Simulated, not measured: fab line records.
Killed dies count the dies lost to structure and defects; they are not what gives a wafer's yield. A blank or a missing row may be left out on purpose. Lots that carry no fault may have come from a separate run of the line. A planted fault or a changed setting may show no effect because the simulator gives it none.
Which tool is to blame? :: flow sky130 :: 39 wafers from 13 lots sampled at 4 of the route's 708 steps

WHAT THE GAUGES SHOWED, per wafer
SKY_VT_ADJUST_NCORE_OVL_MEAS_08. Usual: VT_ADJUST_NCORE_OVL gives -1.2 nm (standard deviation 1.7).
lot: L673
measured: day 8 12:22
on: overlay-02
VT_ADJUST_NCORE_OVL (nm): 0.4 -0.4 -0.4
flag: 

lot: L674
measured: day 8 15:49
on: overlay-01
VT_ADJUST_NCORE_OVL (nm): -2.0 -1.3 -3.8
flag: 

lot: L677
measured: day 9 12:55
on: overlay-02
VT_ADJUST_NCORE_OVL (nm): 0.9 -0.1 0.2
flag: 

lot: L681
measured: day 11 01:02
on: overlay-01
VT_ADJUST_NCORE_OVL (nm): -2.6 0.1 -2.0
flag: 

lot: L683
measured: day 11 21:14
on: overlay-02
VT_ADJUST_NCORE_OVL (nm): 0.1 -0.8 0.4
flag: 

lot: L685
measured: day 12 06:02
on: overlay-02
VT_ADJUST_NCORE_OVL (nm): -1.8 -0.4 -1.9
flag: 

lot: L686
measured: day 12 10:10
on: overlay-02
VT_ADJUST_NCORE_OVL (nm): 0.6 0.6 0.1
flag: 

lot: L690
measured: day 13 18:14
on: overlay-02
VT_ADJUST_NCORE_OVL (nm): -2.7 -3.4 -2.6
flag: 

lot: L692
measured: day 14 09:59
on: overlay-02
VT_ADJUST_NCORE_OVL (nm): 1.0 1.8 0.8
flag: 

lot: L693
measured: day 14 16:44
on: overlay-02
VT_ADJUST_NCORE_OVL (nm): -1.1 -1.8 -0.8
flag: 

lot: L694
measured: day 14 18:35
on: overlay-02
VT_ADJUST_NCORE_OVL (nm): -0.1 0.3 0.9
flag: 

lot: L695
measured: day 14 23:23
on: overlay-02
VT_ADJUST_NCORE_OVL (nm): 0.6 0.1 0.0
flag: 

lot: L696
measured: day 15 09:44
on: overlay-02
VT_ADJUST_NCORE_OVL (nm): -1.5 -2.4 -2.8
flag: 

SKY_SONOS_ONO_OVL_MEAS_14. Usual: SONOS_ONO_OVL gives -1.3 nm (standard deviation 1.4).
lot: L673
measured: day 12 13:04
on: overlay-02
SONOS_ONO_OVL (nm): 1.0 -0.5 2.5
flag: 

lot: L674
measured: day 12 18:56
on: overlay-02
SONOS_ONO_OVL (nm): 0.9 0.8 0.5
flag: 

lot: L677
measured: day 13 15:14
on: overlay-01
SONOS_ONO_OVL (nm): -0.8 -0.2 0.8
flag: 

lot: L681
measured: day 15 12:40
on: overlay-01
SONOS_ONO_OVL (nm): -1.7 -0.7 -0.4
flag: 

lot: L683
measured: day 16 10:05
on: overlay-01
SONOS_ONO_OVL (nm): -2.7 -2.7 -1.5
flag: 

lot: L685
measured: day 16 20:50
on: overlay-01
SONOS_ONO_OVL (nm): -3.0 -5.1 -2.3
flag: 

lot: L686
measured: day 17 03:09
on: overlay-01
SONOS_ONO_OVL (nm): -2.4 -1.6 -0.9
flag: 

lot: L690
measured: day 18 16:29
on: overlay-02
SONOS_ONO_OVL (nm): 0.9 -1.4 0.2
flag: 

lot: L692
measured: day 19 11:46
on: overlay-01
SONOS_ONO_OVL (nm): -2.7 -1.0 -0.5
flag: 

lot: L693
measured: day 19 16:26
on: overlay-01
SONOS_ONO_OVL (nm): -2.5 -0.7 -2.0
flag: 

lot: L694
measured: day 19 22:01
on: overlay-01
SONOS_ONO_OVL (nm): 1.3 -1.1 -0.6
flag: 

lot: L695
measured: day 20 03:44
on: overlay-02
SONOS_ONO_OVL (nm): 1.3 1.3 0.9
flag: 

lot: L696
measured: day 20 14:17
on: overlay-01
SONOS_ONO_OVL (nm): -1.0 -0.7 0.4
flag: 

WHICH TOOL RAN EACH LOT (tool, then ch and the chambers of the sampled wafers, then the start)
lot: L673
SKY_NWELL_STRIP_14: plasma asher-03 ch 0,1, day 4 12:52
SKY_SONOS_TUNNEL_DEVELOP_06: litho track-03 ch 0, day 11 06:28

lot: L674
SKY_NWELL_STRIP_14: plasma asher-03 ch 0,1, day 4 17:38
SKY_SONOS_TUNNEL_DEVELOP_06: litho track-02 ch 0, day 11 10:04

lot: L677
SKY_NWELL_STRIP_14: plasma asher-01 ch 1, day 5 10:22
SKY_SONOS_TUNNEL_DEVELOP_06: litho track-01 ch 0, day 12 09:29

lot: L681
SKY_NWELL_STRIP_14: plasma asher-01 ch 0,1, day 6 14:01
SKY_SONOS_TUNNEL_DEVELOP_06: litho track-02 ch 0, day 14 02:38

lot: L683
SKY_NWELL_STRIP_14: plasma asher-03 ch 0,1, day 7 08:10
SKY_SONOS_TUNNEL_DEVELOP_06: litho track-02 ch 0, day 15 01:46

lot: L685
SKY_NWELL_STRIP_14: plasma asher-04 ch 0,1, day 7 13:10
SKY_SONOS_TUNNEL_DEVELOP_06: litho track-01 ch 0, day 15 11:52

lot: L686
SKY_NWELL_STRIP_14: plasma asher-03 ch 0,1, day 7 18:53
SKY_SONOS_TUNNEL_DEVELOP_06: litho track-03 ch 0, day 15 17:08

lot: L690
SKY_NWELL_STRIP_14: plasma asher-03 ch 0,1, day 8 20:52
SKY_SONOS_TUNNEL_DEVELOP_06: litho track-03 ch 0, day 17 04:58

lot: L692
SKY_NWELL_STRIP_14: plasma asher-01 ch 0,1, day 9 09:16
SKY_SONOS_TUNNEL_DEVELOP_06: litho track-02 ch 0, day 17 22:31

lot: L693
SKY_NWELL_STRIP_14: plasma asher-03 ch 0,1, day 9 14:59
SKY_SONOS_TUNNEL_DEVELOP_06: litho track-03 ch 0, day 18 05:02

lot: L694
SKY_NWELL_STRIP_14: plasma asher-04 ch 0, day 9 17:20
SKY_SONOS_TUNNEL_DEVELOP_06: litho track-02 ch 0, day 18 07:19

lot: L695
SKY_NWELL_STRIP_14: plasma asher-03 ch 0,1, day 9 21:49
SKY_SONOS_TUNNEL_DEVELOP_06: litho track-01 ch 0, day 18 14:20

lot: L696
SKY_NWELL_STRIP_14: plasma asher-04 ch 1, day 10 05:32
SKY_SONOS_TUNNEL_DEVELOP_06: litho track-01 ch 0, day 19 00:11
- SKY_NWELL_STRIP_14: strips in O2/N2.
- SKY_SONOS_TUNNEL_DEVELOP_06: develop time 60 s.

WHAT THE TOOLS THEMSELVES READ (means of the sampled wafers that have a number; where no wafer has one, the mark that the record gives instead)
SKY_NWELL_STRIP_14. Usual: drypump motor current A 6.0 A, standard deviation 0.37; n2 flow sccm 299.9 sccm, standard deviation 0.9; oes product au 0.722 a.u., standard deviation 0.0042; strip time to endpoint s 36.93 s, standard deviation 0.1.
lot: L673
tool: plasma asher-03
drypump motor current A (A): 6.1
n2 flow sccm (sccm): 300.3
oes product au (a.u.): 0.720
strip time to endpoint s (s): 36.85
flag: 

lot: L674
tool: plasma asher-03
drypump motor current A (A): 6.1
n2 flow sccm (sccm): 300.6
oes product au (a.u.): 0.724
strip time to endpoint s (s): 36.95
flag: 

lot: L677
tool: plasma asher-01
drypump motor current A (A): 6.6
n2 flow sccm (sccm): 300.5
oes product au (a.u.): 0.724
strip time to endpoint s (s): 37.02
flag: 

lot: L681
tool: plasma asher-01
drypump motor current A (A): 5.8
n2 flow sccm (sccm): 300.3
oes product au (a.u.): 0.725
strip time to endpoint s (s): 37.10
flag: 

lot: L683
tool: plasma asher-03
drypump motor current A (A): 6.2
n2 flow sccm (sccm): 300.1
oes product au (a.u.): 0.723
strip time to endpoint s (s): 37.05
flag: 

lot: L685
tool: plasma asher-04
drypump motor current A (A): 5.9
n2 flow sccm (sccm): 300.3
oes product au (a.u.): 0.722
strip time to endpoint s (s): 36.89
flag: 

lot: L686
tool: plasma asher-03
drypump motor current A (A): 6.1
n2 flow sccm (sccm): 298.9
oes product au (a.u.): 0.724
strip time to endpoint s (s): 36.88
flag: 

lot: L690
tool: plasma asher-03
drypump motor current A (A): 6.2
n2 flow sccm (sccm): 299.7
oes product au (a.u.): 0.723
strip time to endpoint s (s): 36.93
flag: 

lot: L692
tool: plasma asher-01
drypump motor current A (A): 5.8
n2 flow sccm (sccm): 299.5
oes product au (a.u.): 0.724
strip time to endpoint s (s): 36.75
flag: 

lot: L693
tool: plasma asher-03
drypump motor current A (A): 6.3
n2 flow sccm (sccm): 300.5
oes product au (a.u.): 0.726
strip time to endpoint s (s): 36.73
flag: 

lot: L694
tool: plasma asher-04
drypump motor current A (A): 5.6
n2 flow sccm (sccm): 300.0
oes product au (a.u.): 0.720
strip time to endpoint s (s): 37.05
flag: 

lot: L695
tool: plasma asher-03
drypump motor current A (A): 6.1
n2 flow sccm (sccm): 300.0
oes product au (a.u.): 0.725
strip time to endpoint s (s): 36.89
flag: 

lot: L696
tool: plasma asher-04
drypump motor current A (A): 6.0
n2 flow sccm (sccm): 298.8
oes product au (a.u.): 0.718
strip time to endpoint s (s): 36.78
flag: 

SKY_SONOS_TUNNEL_DEVELOP_06. Usual: developer temp C 22.99 C, standard deviation 0.1.
lot: L673
tool: litho track-03
developer temp C (C): 22.87
flag: 

lot: L674
tool: litho track-02
developer temp C (C): 22.99
flag: 

lot: L677
tool: litho track-01
developer temp C (C): 22.87
flag: 

lot: L681
tool: litho track-02
developer temp C (C): 22.09
flag: OFF

lot: L683
tool: litho track-02
developer temp C (C): 22.08
flag: OFF

lot: L685
tool: litho track-01
developer temp C (C): 22.99
flag: 

lot: L686
tool: litho track-03
developer temp C (C): 22.97
flag: 

lot: L690
tool: litho track-03
developer temp C (C): 22.97
flag: 

lot: L692
tool: litho track-02
developer temp C (C): 22.94
flag: 

lot: L693
tool: litho track-03
developer temp C (C): 23.17
flag: 

lot: L694
tool: litho track-02
developer temp C (C): 23.00
flag: 

lot: L695
tool: litho track-01
developer temp C (C): 23.01
flag: 

lot: L696
tool: litho track-01
developer temp C (C): 22.98
flag: 

THE ANSWER, worked out from the rows above alone
Rule: a lot counts as off when the mean over its wafers that have a number is more than 3 standard deviations away from the usual mean. Also off: a lot with no number at a reading for which 4 or more lots have one. The other lots that the step has rows for count as sound. After the gauges, taken in route order, come the tools' own readings; for these a lot's mean is taken, as printed above. At the first step where some lot is off, the reading lying furthest off is the one used; lots without a number count as furthest.
Off, at SKY_SONOS_TUNNEL_DEVELOP_06 on developer temp C: L681, L683.
If a tool, at that step or one of the process steps before it, ran each lot that is off and ran no sound lot following the first of them, it fits. Of those tried, none fits.

WHAT THE SIMULATOR HAD INSERTED
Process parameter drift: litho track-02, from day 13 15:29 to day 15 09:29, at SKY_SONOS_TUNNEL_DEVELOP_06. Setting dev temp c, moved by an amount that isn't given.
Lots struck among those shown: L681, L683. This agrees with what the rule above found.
